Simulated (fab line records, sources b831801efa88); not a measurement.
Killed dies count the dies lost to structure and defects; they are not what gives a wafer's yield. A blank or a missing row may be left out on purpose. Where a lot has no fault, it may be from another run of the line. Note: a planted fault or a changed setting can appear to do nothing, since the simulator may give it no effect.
fab line records	flow sky130
record: lots: 11	wafers: 32	last-day: 50
route steps=708 shown FIELD_ISO@5 LOCAL_INTERCONNECT@401 METAL5@670
lots that met no fault: taken from a fault-free run of the same line
start-h: hours from the record's opening day to when the first of the lot's shown wafers began	wait-h: hours from the lot's prior step to this one	" as in the row above	L1.1+2: one row covering several wafers at once	- either no value or no given start	* or withheld: withheld	< > ~ a bound
route shown NAME@n: a module of which the file shows steps, and the number in the route of the first	usual: average and standard deviation across the fault-free wafers	same: alike in all rows	chamber/n: place in a boat	sites: readings site by site	_std_site: how widely they spread, as a standard deviation	_edge_site: inner sites' mean taken away from outer sites' mean	radius-mm: for every site, how far away it sits from the centre of the wafer	mask NAME#n: copy n	behind: tool/chamber where the wafer was last shaped	hold: why the lot was held/for how many hours/how that ended	device: the transistor (n, p or np) that didn't switch	end of line: the route-end tests of the same wafers	for a step that has no rows: nothing shown but its recipe	killed: dies lost to structure and defects at the first sort, not the wafer's yield	map: a wafer's dies, x killed, . not, _ none there
set.NAME: setting as actually run; set.NAME@STEP: the setting as run at that earlier step	model.NAME: the simulator's own value behind a step, which no gauge read
route steps across a sampled set of lots; one table per step, one row per wafer
services: a tool's chamber out of use, with start hour (start-h, from the record's first day; less than 0 if before it), hours out, and reason
== steps ==
step: SKY_FIELD_ISO_THK_MEAS_04
recipe: reads: Si3N4_of_FIELD_ISO_CVD_03
usual: FIELD_ISO_CVD_03_THK: 164.8/1.6
lot.wafer	tool	chamber	start-h	wait-h	FIELD_ISO_CVD_03_THK[nm]
L945.1	film-metro-04	-	13.62	0.0	165.3
L945.3	"	-	"	"	163.7
L945.6	"	-	"	"	163.8
L946.2	film-metro-04	-	19.42	0.0	162.7
L946.3	"	-	"	"	164.2
L946.6	"	-	"	"	165.0
L948.2	film-metro-02	-	29.59	0.0	163.9
L948.3	"	-	"	"	165.5
L948.4	"	-	"	"	165.9
L954.1	film-metro-02	-	58.58	0.0	165.3
L954.5	"	-	"	"	165.2
L957.1	film-metro-03	-	74.38	0.0	165.1
L957.4	"	-	"	"	164.4
L957.6	"	-	"	"	164.4
L961.1	film-metro-03	-	94.29	0.0	165.3
L961.2	"	-	"	"	164.1
L961.4	"	-	"	"	164.4
L964.3	film-metro-03	-	108.50	0.0	164.2
L964.4	"	-	"	"	163.3
L964.5	"	-	"	"	163.8
L965.1	film-metro-03	-	113.90	0.0	165.7
L965.2	"	-	"	"	167.4
L965.4	"	-	"	"	166.1
L966.2	film-metro-04	-	120.67	0.0	165.9
L966.3	"	-	"	"	166.1
L966.6	"	-	"	"	165.7
L967.1	film-metro-03	-	124.43	0.0	163.9
L967.3	"	-	"	"	163.0
L967.5	"	-	"	"	164.7
L968.2	film-metro-02	-	129.96	0.0	163.4
L968.3	"	-	"	"	161.8
L968.4	"	-	"	"	163.8
step: SKY_FIELD_ISO_ETCH_14
recipe: chemistry: N2/H2	target: BARC	ion-energy-ev: 200	source-w: 500	bias-w: 100	pressure-mtorr: 30	n2-flow-sccm: 100	h2-flow-sccm: 200	stop-on: SiO2	time-s: 45.9	target-depth-a: 600
usual: drypump-motor-current-A: 5.61/0.26	oes-product-au: 0.855/0.0048	rf-fwd-power-W: 495.2/2.3	throttle-valve-pct: 13.225/0.0094
same: time-s: 45.9
lot.wafer	tool	chamber	start-h	wait-h	drypump-motor-current-A	oes-product-au	rf-fwd-power-W	rf-hours-counter-h	throttle-valve-pct
L945.1	rie-diel-04	0	27.90	0.1	5.33	0.856	493.8	168	13.228
L945.3	"	3	"	"	5.45	0.857	493.9	131	13.227
L945.6	"	0	"	"	5.31	0.861	491.2	-	13.248
L946.2	rie-diel-02	2	34.43	0.1	5.44	0.843	496.2	15	13.218
L946.3	"	0	"	"	5.75	0.852	498.4	169	13.224
L946.6	"	3	"	"	5.77	0.845	495.5	-	13.210
L948.2	rie-diel-01	1	45.60	0.1	5.64	0.854	497.3	2	13.239
L948.3	"	0	"	"	5.84	0.857	492.3	1	13.230
L948.4	"	3	"	"	5.41	0.847	494.6	-	13.226
L954.1	rie-diel-02	2	75.88	0.1	5.41	0.859	494.2	16	13.223
L954.5	"	3	"	"	5.71	0.858	493.2	-	13.227
L957.1	rie-diel-02	0	92.43	0.1	5.76	0.856	498.9	0	13.234
L957.4	"	1	"	"	5.69	0.855	494.6	136	13.245
L957.6	"	1	"	"	5.71	0.852	495.0	-	13.228
L961.1	rie-diel-02	0	113.95	0.1	5.75	0.859	498.9	0	13.226
L961.2	"	2	"	"	5.42	0.851	497.9	17	13.231
L961.4	"	3	"	"	5.71	0.865	499.4	-	13.227
L964.3	rie-diel-01	2	127.78	0.1	6.23	0.848	495.4	1	13.219
L964.4	"	3	"	"	5.42	0.848	496.0	41	13.229
L964.5	"	3	"	"	5.42	0.853	494.4	-	13.241
L965.1	rie-diel-04	0	133.80	0.1	5.31	0.848	493.8	1	13.220
L965.2	"	3	"	"	5.45	0.853	496.3	133	13.238
L965.4	"	1	"	"	5.17	0.857	491.9	9	13.207
L966.2	rie-diel-04	0	140.38	0.1	5.31	0.857	497.6	1	13.217
L966.3	"	1	"	"	5.19	0.853	490.7	9	13.239
L966.6	"	3	"	"	5.45	0.857	497.2	-	13.221
L967.1	rie-diel-02	2	144.40	0.1	5.42	0.857	496.9	18	13.224
L967.3	"	3	"	"	5.73	0.853	495.2	3	13.213
L967.5	"	2	"	"	5.42	0.858	493.6	-	13.217
L968.2	rie-diel-01	2	148.95	0.1	6.24	0.855	494.8	2	13.244
L968.3	"	0	"	"	5.82	0.854	493.6	3	13.218
L968.4	"	1	"	"	5.54	0.856	497.7	4	13.221
step: SKY_LOCAL_INTERCONNECT_METAL_ETCH_14
recipe: target-depth-nm: 110	stop-on: PSG	chemistry: Cl2/BCl3	target: TiN	resist-sidewall-deg: 88	pressure-mtorr: 10	icp-w: 900	bias-w: 48.5	Cl2_flow_sccm: 60	bcl3-flow-sccm: 30	time-s: 31.4
usual: drypump-motor-current-A: 5.7/0.35	oes-product-au: 0.940/0.0084	rf-fwd-power-W: 890/3.8	throttle-valve-pct: 21.901/0.011
same: time-s: 31.4
lot.wafer	tool	chamber	start-h	wait-h	drypump-motor-current-A	oes-product-au	rf-fwd-power-W	rf-hours-counter-h	throttle-valve-pct
L945.1	rie-metal-03	1	719.07	0.0	6.2	0.933	896	0	21.896
L945.3	"	0	"	"	5.3	0.941	887	-	21.895
L945.6	"	1	"	"	6.2	0.939	893	-	21.901
L946.2	rie-metal-01	0	728.34	0.0	5.6	0.949	886	2	21.898
L946.3	"	0	"	"	5.7	0.964	885	-	21.887
L946.6	"	1	"	"	5.2	0.965	894	-	21.896
L948.2	rie-metal-01	0	737.18	0.0	5.7	0.941	887	2	21.890
L948.3	"	1	"	"	5.2	0.939	891	-	21.898
L948.4	"	0	"	"	5.6	0.943	885	-	21.908
L954.1	rie-metal-03	1	784.84	0.0	6.2	0.953	896	3	21.893
L954.5	"	0	"	"	5.4	0.952	885	-	21.894
L957.1	rie-metal-02	1	801.72	0.0	5.7	0.948	888	13	21.908
L957.4	"	1	"	"	5.8	0.940	889	-	21.885
L957.6	"	1	"	"	5.8	0.952	890	-	21.884
L961.1	rie-metal-03	1	831.67	0.0	6.2	0.937	892	4	21.901
L961.2	"	0	"	"	5.3	0.937	893	15	21.908
L961.4	"	1	"	"	6.2	0.939	890	-	21.898
L964.3	rie-metal-03	0	852.87	0.1	5.4	0.932	893	-	21.918
L964.4	"	1	"	"	6.2	0.943	890	-	21.908
L964.5	"	1	"	"	6.2	0.935	890	-	21.905
L965.1	rie-metal-02	0	860.73	0.0	5.8	0.943	884	9	21.908
L965.2	"	1	"	"	5.8	0.939	892	15	21.916
L965.4	"	1	"	"	5.8	0.933	890	-	21.896
L966.2	rie-metal-01	1	872.88	0.0	5.2	0.935	893	9	21.898
L966.3	"	1	"	"	5.2	0.932	894	-	21.896
L966.6	"	0	"	"	5.6	0.933	888	-	21.910
L967.1	rie-metal-01	0	875.53	0.0	5.7	0.957	892	7	21.892
L967.3	"	0	"	"	5.6	0.939	894	-	21.902
L967.5	"	1	"	"	5.2	0.921	896	-	21.908
L968.2	rie-metal-03	1	880.19	0.0	6.2	0.923	890	6	21.923
L968.3	"	1	"	"	6.2	0.932	889	-	21.903
L968.4	"	0	"	"	5.4	0.952	890	-	21.912
step: SKY_METAL5_COAT_09
recipe: resist: NOVOLAK	spin-rpm: 3000	resist-thk-nm: 1800
lot.wafer	tool	chamber	start-h	wait-h
L945.1+3+6	litho-track-02	0	1032.16	0.1
L946.2+3+6	litho-track-03	0	1038.79	0.1
L948.2+3+4	litho-track-04	0	1043.40	0.1
L954.1+5	litho-track-03	0	1083.26	0.1
L957.1+4+6	litho-track-03	0	1098.91	0.1
L961.1+2+4	litho-track-02	0	1121.56	0.1
L964.3+4+5	litho-track-02	0	1136.91	0.1
L965.1+2+4	litho-track-04	0	1141.38	0.1
L966.2+3+6	litho-track-02	0	1151.73	0.1
L967.1+3+5	litho-track-04	0	1152.38	0.1
L968.2+3+4	litho-track-02	0	1157.18	0.1
step: SKY_METAL5_STRIP_16
recipe: chemistry: O2/N2	power-w: 1400	pressure-mtorr: 1500	platen-temp-c: withheld	o2-flow-sccm: 3000	n2-flow-sccm: 300	overash-fraction: 0.5
usual: drypump-motor-current-A: 6.1/0.38	oes-product-au: 0.710/0.0046	strip-time-to-endpoint-s: 13.08/0.12
lot.wafer	tool	chamber	start-h	wait-h	drypump-motor-current-A	oes-product-au	rf-hours-counter-h	strip-time-to-endpoint-s
L945.1	plasma-asher-03	1	1043.35	0.2	6.5	0.712	119	13.20
L945.3	"	1	"	"	6.5	0.715	-	13.07
L945.6	"	0	"	"	6.3	0.710	-	13.00
L946.2	plasma-asher-03	1	1051.00	0.2	6.5	0.705	120	13.17
L946.3	"	1	"	"	6.5	0.713	-	13.15
L946.6	"	1	"	"	6.5	0.705	-	13.18
L948.2	plasma-asher-02	1	1055.63	0.2	6.1	0.710	67	13.32
L948.3	"	0	"	"	5.7	0.716	-	13.22
L948.4	"	1	"	"	6.1	0.713	-	13.35
L954.1	plasma-asher-02	1	1094.45	0.2	6.1	0.709	71	14.42
L954.5	"	0	"	"	5.7	0.710	-	13.20
L957.1	plasma-asher-03	1	1108.83	0.2	6.5	0.710	5	14.10
L957.4	"	0	"	"	6.3	0.709	-	12.96
L957.6	"	1	"	"	6.5	0.706	-	14.15
L961.1	plasma-asher-02	0	1131.28	0.2	5.7	0.705	75	12.94
L961.2	"	1	"	"	6.1	0.711	75	13.06
L961.4	"	0	"	"	5.7	0.700	-	13.05
L964.3	plasma-asher-04	1	1146.68	0.1	5.2	0.707	-	13.19
L964.4	"	0	"	"	6.3	0.710	-	13.00
L964.5	"	1	"	"	5.2	0.713	-	13.17
L965.1	plasma-asher-03	0	1150.58	0.2	6.3	0.712	9	12.96
L965.2	"	1	"	"	6.5	0.709	9	13.09
L965.4	"	1	"	"	6.5	0.701	-	12.81
L966.2	plasma-asher-02	0	1161.48	0.2	5.7	0.712	78	12.92
L966.3	"	0	"	"	5.7	0.709	-	12.85
L966.6	"	1	"	"	6.1	0.703	-	12.78
L967.1	plasma-asher-04	1	1162.70	0.2	5.2	0.716	36	13.00
L967.3	"	0	"	"	6.3	0.718	-	13.12
L967.5	"	0	"	"	6.3	0.712	-	12.94
L968.2	plasma-asher-03	0	1166.38	0.2	6.3	0.710	11	13.13
L968.3	"	0	"	"	6.3	0.711	-	13.08
L968.4	"	1	"	"	6.5	0.707	-	13.21
== services ==
tool	chamber	start-h	hours	kind
rie-diel-02	3	51.47	9.7	repair
rie-metal-03	0	57.50	25.7	repair
plasma-asher-03	-	61.59	1.3	repair
rie-metal-03	-	97.14	1.4	pm
rie-diel-02	1	110.48	8.6	repair
rie-diel-02	-	140.91	2.8	pm
rie-diel-02	1	176.11	4.7	repair
rie-metal-03	-	234.02	2.8	pm
plasma-asher-03	-	368.85	0.5	repair
rie-metal-03	-	374.97	1.4	repair
plasma-asher-03	-	380.14	2.0	repair
rie-diel-02	2	404.78	2.1	repair
rie-metal-03	1	410.96	20.9	repair
rie-diel-02	0	411.01	17.9	repair
rie-diel-02	-	487.15	15.6	pm
rie-diel-02	3	611.09	8.0	repair
rie-metal-03	-	671.82	0.5	repair
rie-diel-02	2	676.58	5.3	repair
rie-diel-02	-	682.94	0.3	repair
rie-diel-02	0	684.18	5.1	repair
plasma-asher-03	-	766.98	2.8	pm
plasma-asher-03	-	895.55	28.1	pm
plasma-asher-03	-	979.28	14.6	pm
plasma-asher-03	-	1055.25	9.0	pm
== key ==
first-sign: step: SKY_METAL5_STRIP_16	reading: strip-time-to-endpoint-s	direction: up	sigmas: 9.2	usual: *	struck: *
effect none on later readings
met-at SKY_METAL5_COAT_09
struck-lots L954,L957
struck-wafers L954.1,L957.1,L957.6
not-acting-at SKY_FIELD_ISO_THK_MEAS_04,SKY_FIELD_ISO_ETCH_14,SKY_LOCAL_INTERCONNECT_METAL_ETCH_14
onset-between 1038.79 1083.26
fault: kind: process-parameter-drift	tool: litho-track-03	chamber: -	onset-h: 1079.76	steps: SKY_METAL5_COAT_09	channel: resist-thk-nm	offset: 99.984	shape: step	end-h: 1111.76	scope: struck-wafers-only	acts-in: these-recipes-only	stated: 1800
